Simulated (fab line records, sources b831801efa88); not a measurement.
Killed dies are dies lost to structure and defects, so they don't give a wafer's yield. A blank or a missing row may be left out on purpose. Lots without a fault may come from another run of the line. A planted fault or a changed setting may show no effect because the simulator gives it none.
One fault seen from 2 desks | flow gf180mcu | each desk has only its own numbers; what lay behind them comes last

THE METROLOGY DESK
What the gauges read, lot by lot, whatever tool the lot ran on: means of the sampled wafers that have a number. A lot is out of limits, marked OUT, if its mean lies more than 4 standard deviations from the usual mean; the brackets give that distance.
Columns: A = STI_OXIDATION_THK at GF_STI_THK_MEAS_02, usual 10.03 nm; B = STI_CVD_23_THK at GF_STI_THK_MEAS_24, usual 649 nm; C = MVPSD_OVL at GF_MVPSD_OVL_MEAS_07, usual 0.2 nm
lot  | first seen here | A               | B   | C
L871 | day 1 21:31     | 9.90            | 638 | -3.4
L873 | day 2 07:31     | 9.86            | 644 | -0.4
L874 | day 2 12:31     | 10.02           | 648 | 0.8
L876 | day 2 22:59     | 10.00           | 651 | 1.1
L877 | day 3 03:31     | 13.47 (+17) OUT | 646 | -1.2
L878 | day 3 09:27     | 13.40 (+17) OUT | 647 | -0.2
L879 | day 3 14:11     | 13.69 (+18) OUT | 652 | -0.0
L880 | day 3 18:32     | 10.05           | 649 | 0.7
L884 | day 4 15:01     | 9.88            | 644 | -0.1
L885 | day 4 19:31     | 10.20           | 654 | 1.0
L888 | day 5 10:34     | 9.69            | 641 | 0.9
L891 | day 6 04:34     | 10.04           | 652 | -0.6
L892 | day 6 08:30     | 9.99            | 646 | 0.7
This desk's finding: out of limits on L877, L878, L879; first on L877, day 3 03:31 (STI_OXIDATION_THK at GF_STI_THK_MEAS_02). In limits: L871, L873, L874, L876, L880, L884, L885, L888, L891, L892.

THE TOOL OWNER'S DESK: furnace-02
The tool's own readings at GF_STI_OXIDATION_01 (stabilise 600 s, purge 300 s, target thk 10 nm): means of the sampled wafers that have a number, for each lot that ran on this tool. A lot is out of limits, marked OUT, if its mean lies more than 4 standard deviations from the usual mean; the brackets give that distance.
Columns: A = spike_tc_top_C at GF_STI_OXIDATION_01, usual 910.7 C; B = zone_power_bottom_pct at GF_STI_OXIDATION_01, usual 29.0 %
lot  | first seen here | A     | B
L873 | day 2 06:07     | 909.6 | 27.9
L876 | day 2 21:35     | 909.1 | 28.2
L877 | day 3 02:07     | 909.0 | 27.8
L878 | day 3 08:03     | 909.5 | 27.9
L879 | day 3 12:46     | 909.8 | 28.3
L891 | day 6 03:11     | 908.8 | 27.9
L892 | day 6 07:05     | 910.2 | 28.1
This desk's finding: nothing out of limits on any of the 7 lots.

PUT TOGETHER
The metrology desk could have raised an alarm at day 3 03:31, on L877, L878, L879.
The tool owner's desk saw nothing out of limits.
The tool owner's desk has L877, L878, L879 on record, within its limits.
Of the lots named, all ran GF_STI_OXIDATION_01 on furnace-02.

WHAT THE SIMULATOR HAD PUT IN
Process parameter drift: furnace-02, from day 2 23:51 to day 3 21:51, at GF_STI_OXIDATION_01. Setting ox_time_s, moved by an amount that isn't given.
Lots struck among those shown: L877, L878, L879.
Hours from the fault's start to each desk's first reading out of limits: the metrology desk, 4.
